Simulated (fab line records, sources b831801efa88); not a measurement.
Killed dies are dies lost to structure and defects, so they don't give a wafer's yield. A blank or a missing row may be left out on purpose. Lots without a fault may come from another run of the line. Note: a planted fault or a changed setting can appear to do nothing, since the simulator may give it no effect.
Split-lot trial ; flow sfq_line ; 5 lots, 23 wafers read, on a route of 325 steps

SPLIT DETAILS
At SFQ_TRILAYER_M8_DEP_EVAP_197 (material Ti, target thk 20 nm, time 100 s), the setting time_s was moved away from the recipe's 100 s on 7 of the 23 wafers read, by -10.0% to +14.8%. The other wafers ran this setting at the recipe's value.

The split's own step is where the reading is taken.

THE READING
Ti_of_TRILAYER_M8_DEP_EVAP_197.thk_nm (the simulator's own value, which no gauge read), in nm, at SFQ_TRILAYER_M8_DEP_EVAP_197 (material Ti, target thk 20 nm, time 100 s). No usual value for it is given in the file. Here, 16 wafers ran the recipe; their average is 19.95 nm with a standard deviation of 0.25 nm.

wafer;tool, chamber at the split;time_s as run, s;against the recipe;Ti_of_TRILAYER_M8_DEP_EVAP_197.thk_nm, nm;against lot-mates on the recipe
L075.2;pvd_sputter-02, -;100;recipe;20.26;-
L075.5;pvd_sputter-02, -;100;recipe;20.11;-
L075.6;pvd_sputter-02, -;100;recipe;19.91;-
L078.1;pvd_sputter-01, -;114.8;+14.8%;22.46;+2.28
L078.2;pvd_sputter-01, -;114.8;+14.8%;22.38;+2.20
L078.3;pvd_sputter-01, -;100;recipe;20.18;-
L078.4;pvd_sputter-01, -;100;recipe;20.18;-
L078.5;pvd_sputter-01, -;114.8;+14.8%;22.93;+2.75
L081.1;pvd_sputter-01, -;100;recipe;20.32;-
L081.2;pvd_sputter-01, -;90.02;-10.0%;17.49;-2.49
L081.3;pvd_sputter-01, -;100;recipe;20.15;-
L081.4;pvd_sputter-01, -;90.02;-10.0%;17.46;-2.52
L081.5;pvd_sputter-01, -;100;recipe;19.48;-
L083.2;pvd_sputter-02, -;100;recipe;19.98;-
L083.3;pvd_sputter-02, -;100;recipe;19.84;-
L083.4;pvd_sputter-02, -;100;recipe;19.97;-
L083.5;pvd_sputter-02, -;100;recipe;19.88;-
L083.6;pvd_sputter-02, -;100;recipe;20.01;-
L085.1;pvd_sputter-02, -;100;recipe;19.71;-
L085.2;pvd_sputter-02, -;100;recipe;19.51;-
L085.3;pvd_sputter-02, -;94.82;-5.2%;18.81;-0.81
L085.5;pvd_sputter-02, -;100;recipe;19.63;-
L085.6;pvd_sputter-02, -;94.82;-5.2%;19.11;-0.51

FIT RESULTS
A straight line over all 23 wafers: Ti_of_TRILAYER_M8_DEP_EVAP_197.thk_nm changes by +0.196 nm for each +1% of time_s; r = +0.97; the points scatter about the line by 0.29 nm.
The same after taking each lot's own level away (the mean of its wafers on the recipe; 23 wafers): +0.181 nm for each +1%; r = +0.97; scatter 0.31 nm.
According to that fit, moving time_s by its largest amount changes the reading by 2.7 nm.
Across the lots, their own levels run from 19.617 to 20.180 nm, a range of 2.3 times the standard deviation given above.
The two slopes agree, so the slope changes little with the lot-to-lot level.
Check: +2.73 nm against its lot-mates is what the line predicts for one of the wafers moved furthest among these (+14.8%) when that wafer is left out of the fit. It came out at +2.28 nm against them.

THE OTHER SPLITS THESE WAFERS WENT THROUGH
These wafers also went through other splits before the reading. Each is held against what the fit with the lots' levels taken away leaves over:
other split on the same wafers;wafers away from the commonest value;r with Ti_of_TRILAYER_M8_DEP_EVAP_197.thk_nm (lot level and that fit taken away)
SFQ_TRILAYER_I6_DEP_PECVD_165 time_s;9;-0.02
SFQ_TRILAYER_I6_VIA_LITHO_EXPOSE_170 dose_mj;9;+0.13
SFQ_TRILAYER_M7_ETCH_METAL_ETCH_180 icp_w;9;+0.03
SFQ_TRILAYER_I7_CMP_CMP_184 leave_above_ref_nm;9;+0.36
SFQ_TRILAYER_M8_LITHO_COAT_193 resist_thk_nm;7;+0.15

THE FILE'S OWN FIT
Ti_of_TRILAYER_M8_DEP_EVAP_197.thk_nm changes by +0.186 nm for each +1% of time_s, r = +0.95.
